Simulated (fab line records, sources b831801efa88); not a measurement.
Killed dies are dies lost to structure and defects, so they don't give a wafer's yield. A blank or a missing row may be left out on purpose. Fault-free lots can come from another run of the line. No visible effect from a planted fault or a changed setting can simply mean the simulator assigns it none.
A single fault, viewed from 2 desks | flow sky130 | each desk holds nothing but its own numbers, with what lay behind them at the end

== AT THE TOOL OWNER'S DESK: pvd_sputter-01 ==
At SKY_METAL1_SPUTTER_01 (material TiN, target thk 20 nm, time 16.7 s) the tool's own readings: per lot run on this tool, the mean of the sampled wafers that have a number. The brackets show how far a lot's mean lies from the usual mean; more than 4 standard deviations puts the lot out of limits, marked OUT.
Columns: A = cathode_dc_power_W at SKY_METAL1_SPUTTER_01, usual 6500.2 W; B = chamber_pressure_pa at SKY_METAL1_SPUTTER_01, usual 0.3999 Pa; C = throttle_valve_pct at SKY_METAL1_SPUTTER_01, usual 29.8 %
lot  | first seen here | A                | B      | C
L275 | day 31 10:11    | 6500.3           | 0.3992 | 29.3
L278 | day 32 18:47    | 6499.9           | 0.3999 | 29.4
L283 | day 34 11:19    | 6499.8           | 0.3994 | 29.0
L290 | day 36 16:17    | 6590.2 (+82) OUT | 0.3996 | 30.3
L291 | day 36 21:02    | 6589.0 (+81) OUT | 0.4000 | 29.6
This desk's finding: out of limits on L290, L291; first on L290, day 36 16:17 (cathode_dc_power_W at SKY_METAL1_SPUTTER_01). Within limits: L275, L278, L283.

== THE METROLOGY DESK ==
What the gauges read for every lot (on any tool): the sampled wafers with a number, averaged. The brackets show how far a lot's mean lies from the usual mean; more than 4 standard deviations puts the lot out of limits, marked OUT.
Columns: A = CONTACT_W_RS at SKY_CONTACT_RS_MEAS_25, usual 0.335 ohm/sq; B = CONTACT_W_THK at SKY_CONTACT_THK_MEAS_26, usual 354 nm
lot  | first seen here | A     | B
L275 | day 31 09:41    | 0.338 | 350
L278 | day 32 18:19    | 0.335 | 353
L283 | day 34 10:49    | 0.334 | 358
L290 | day 36 15:48    | 0.338 | 355
L291 | day 36 20:32    | 0.330 | 356
L296 | day 38 11:58    | 0.335 | 351
This desk found nothing out of limits on any of the 6 lots.

== ALL TOGETHER ==
At day 36 16:17, on L290, L291, the tool owner's desk was in a position to raise an alarm.
The metrology desk saw nothing out of limits.
The metrology desk holds a record of L290, L291, inside its limits.
On pvd_sputter-01, each named lot ran SKY_METAL1_SPUTTER_01.

== WHAT THE SIMULATOR PUT IN ==
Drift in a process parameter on pvd_sputter-01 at SKY_METAL1_SPUTTER_01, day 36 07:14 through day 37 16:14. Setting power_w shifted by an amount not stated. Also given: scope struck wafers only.
Lots struck among those shown: L290, L291.
Time in hours from fault onset to the first out-of-limits reading at each desk: the tool owner's desk, 9.
